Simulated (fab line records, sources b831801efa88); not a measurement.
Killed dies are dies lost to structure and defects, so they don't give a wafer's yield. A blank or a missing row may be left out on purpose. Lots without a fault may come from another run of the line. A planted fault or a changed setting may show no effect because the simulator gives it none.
Which tool did it? | flow gf180mcu | 13 lots, 39 wafers sampled, at 6 steps of a route of 602

WHAT THE GAUGES READ, wafer by wafer
GF_STI_THK_MEAS_04. Usual: STI_CVD_03_THK 207.8 nm, standard deviation 1.8.
lot  | measured    | on            | STI_CVD_03_THK (nm) | flag
L657 | day 1 13:35 | film_metro-01 | 206.1 206.6 206.7   |
L658 | day 1 18:34 | film_metro-02 | 206.7 207.7 207.1   |
L659 | day 1 23:57 | film_metro-04 | 206.8 207.4 208.1   |
L660 | day 2 04:34 | film_metro-01 | 208.3 206.1 207.8   |
L662 | day 2 14:34 | film_metro-04 | 208.4 209.5 211.3   |
L663 | day 2 19:34 | film_metro-04 | 207.3 207.1 209.6   |
L664 | day 3 00:41 | film_metro-04 | 210.1 208.6 210.1   |
L666 | day 3 11:33 | film_metro-04 | 209.3 208.0 206.6   |
L667 | day 3 15:50 | film_metro-02 | 203.4 204.1 206.4   |
L676 | day 5 12:34 | film_metro-02 | 207.6 208.1 205.3   |
L678 | day 5 23:49 | film_metro-04 | 208.1 208.9 206.8   |
L679 | day 6 04:31 | film_metro-02 | 207.3 209.4 210.4   |
L680 | day 6 08:34 | film_metro-01 | 210.3 209.8 210.3   |

GF_MVPSD_OVL_MEAS_07. Usual: MVPSD_OVL 0.5 nm, standard deviation 1.4.
lot  | measured     | on         | MVPSD_OVL (nm) | flag
L657 | day 5 01:41  | overlay-01 | 0.4 -0.4 0.6   |
L658 | day 5 07:26  | overlay-01 | -3.3 -1.6 -3.3 |
L659 | day 5 14:51  | overlay-01 | 1.2 2.5 3.7    |
L660 | day 5 16:29  | overlay-01 | 1.2 1.4 0.4    |
L662 | day 6 05:12  | overlay-01 | 0.9 -0.5 -0.1  |
L663 | day 6 11:26  | overlay-02 | -0.3 1.1 1.9   |
L664 | day 6 17:12  | overlay-02 | 0.4 -0.9 -1.2  |
L666 | day 7 08:02  | overlay-01 | -2.0 -1.8 -0.2 |
L667 | day 7 13:09  | overlay-01 | - - -          | OFF
L676 | day 9 16:20  | overlay-01 | -0.8 -1.1 -0.7 |
L678 | day 10 06:55 | overlay-02 | -1.0 -2.5 -1.0 |
L679 | day 10 17:35 | overlay-02 | 0.3 -0.6 1.2   |
L680 | day 10 16:53 | overlay-01 | 1.6 2.2 -0.2   |

GF_MVPSD_TW_MEAS_11. Usual: MVPSD_TW 559, standard deviation 7.8.
lot  | measured     | on            | MVPSD_TW    | flag
L657 | day 5 02:08  | film_metro-03 | 563 563 565 |
L658 | day 5 07:52  | film_metro-02 | 548 549 550 |
L659 | day 5 15:18  | film_metro-03 | 563 566 564 |
L660 | day 5 16:55  | film_metro-01 | 557 558 558 |
L662 | day 6 05:38  | film_metro-03 | 568 566 565 |
L663 | day 6 11:52  | film_metro-02 | 549 551 547 |
L664 | day 6 17:38  | film_metro-02 | 551 552 547 |
L666 | day 7 08:28  | film_metro-03 | 572 573 572 |
L667 | day 7 13:39  | film_metro-02 | 30 30 30    | OFF
L676 | day 9 16:47  | film_metro-01 | 556 557 556 |
L678 | day 10 07:22 | film_metro-02 | 548 549 551 |
L679 | day 10 18:01 | film_metro-02 | 552 549 548 |
L680 | day 10 17:19 | film_metro-03 | 569 568 565 |

GF_VT_IMPLANT_RS_MEAS_48: measures by four-point-probe. Usual: LVPWELL_RS 1196.1 ohm/sq, standard deviation 2.8.
lot  | measured     | on            | LVPWELL_RS (ohm/sq)  | flag
L657 | day 7 13:51  | film_metro-03 | 1196.0 1195.2 1195.0 |
L658 | day 7 21:16  | film_metro-03 | 1194.7 1197.7 1194.1 |
L659 | day 8 04:39  | film_metro-01 | 1201.0 1197.5 1195.8 |
L660 | day 8 06:44  | film_metro-02 | 1191.2 1192.8 1193.6 |
L662 | day 8 22:08  | film_metro-02 | 1194.3 1196.6 1198.3 |
L663 | day 9 03:56  | film_metro-03 | 1199.1 1199.7 1201.1 |
L664 | day 9 11:05  | film_metro-01 | 1191.8 1189.6 1195.7 |
L666 | day 10 03:40 | film_metro-01 | 1195.4 1199.0 1198.0 |
L667 | day 10 09:00 | film_metro-03 | 1196.7 1194.4 1198.0 |
L676 | day 12 19:59 | film_metro-03 | 1195.0 1193.8 1196.8 |
L678 | day 13 11:04 | film_metro-02 | 1194.9 1195.3 1197.7 |
L679 | day 14 00:07 | film_metro-03 | 1195.5 1194.4 1192.4 |
L680 | day 13 23:25 | film_metro-02 | 1198.6 1198.6 1199.9 |

GF_HV_LDD_OVL_MEAS_20. Usual: HV_LDD_01_OVL 1.8 nm, standard deviation 1.6.
lot  | measured     | on         | HV_LDD_01_OVL (nm) | flag
L657 | day 10 18:01 | overlay-01 | 0.7 0.7 1.4        |
L658 | day 11 01:19 | overlay-01 | 3.1 3.8 1.8        |
L659 | day 11 10:36 | overlay-01 | 3.3 2.0 2.6        |
L660 | day 11 13:11 | overlay-02 | 1.1 3.2 3.7        |
L662 | day 12 08:30 | overlay-02 | 2.0 0.5 2.4        |
L663 | day 12 13:09 | overlay-02 | 1.4 2.4 1.9        |
L664 | day 12 21:13 | overlay-02 | 4.0 2.4 3.0        |
L666 | day 13 14:59 | overlay-02 | 0.0 -0.1 -1.7      |
L667 | day 13 23:13 | overlay-02 | 4.2 4.7 5.1        |
L676 | day 16 17:10 | overlay-01 | 1.6 1.7 1.7        |
L678 | day 17 09:20 | overlay-01 | 0.6 -1.2 1.8       |
L679 | day 18 02:16 | overlay-01 | 0.5 -0.5 -0.4      |
L680 | day 17 22:23 | overlay-01 | 1.4 1.9 3.0        |

WHICH TOOL RAN EACH LOT (tool, then ch and the chambers of the sampled wafers, then the start)
lot  | GF_MVPSD_EXPOSE_04
L657 | iline_stepper-01 ch 0, day 4 18:23
L658 | iline_stepper-01 ch 0, day 5 00:56
L659 | iline_stepper-01 ch 0, day 5 07:41
L660 | iline_stepper-01 ch 0, day 5 09:01
L662 | iline_stepper-02 ch 0, day 5 22:41
L663 | iline_stepper-02 ch 0, day 6 03:52
L664 | iline_stepper-02 ch 0, day 6 10:13
L666 | iline_stepper-02 ch 0, day 7 00:20
L667 | iline_stepper-02 ch 0, day 7 05:35
L676 | iline_stepper-02 ch 0, day 9 07:44
L678 | iline_stepper-01 ch 0, day 9 22:38
L679 | iline_stepper-02 ch 0, day 10 08:31
L680 | iline_stepper-01 ch 0, day 10 08:02
- GF_MVPSD_EXPOSE_04: exposes mask MVPSD, target cd 1000 nm.

WHAT THE TOOLS THEMSELVES READ (means of the sampled wafers that have a number; where no wafer has one, the mark that the record gives instead)
The record holds no such reading with a usual standard deviation.

THE ANSWER, worked out from the rows above alone
Rule: a lot is off if the mean of its wafers that have a number lies more than 3 standard deviations from the usual mean. A lot without any number at a reading at which 4 lots or more have one is off too. The other lots that the step has rows for count as sound. The gauges are gone through in route order, then the tools' own readings, and for those a lot's mean is taken as printed above. The first step at which some lot is off is used, and at that step the reading that is off furthest; a lot without a number counts as furthest.
Off: L667, at GF_MVPSD_OVL_MEAS_07 (MVPSD_OVL). Without a number there: L667.
A tool fits if, at a process step before that reading, it ran every lot that is off, and no sound lot after the first of them. The gauges at GF_MVPSD_OVL_MEAS_07 aren't tried: what is off there is off at GF_MVPSD_TW_MEAS_11 too, on other tools, and a gauge's error can't cause that. None of those tried fits.

WHAT THE SIMULATOR HAD PUT IN
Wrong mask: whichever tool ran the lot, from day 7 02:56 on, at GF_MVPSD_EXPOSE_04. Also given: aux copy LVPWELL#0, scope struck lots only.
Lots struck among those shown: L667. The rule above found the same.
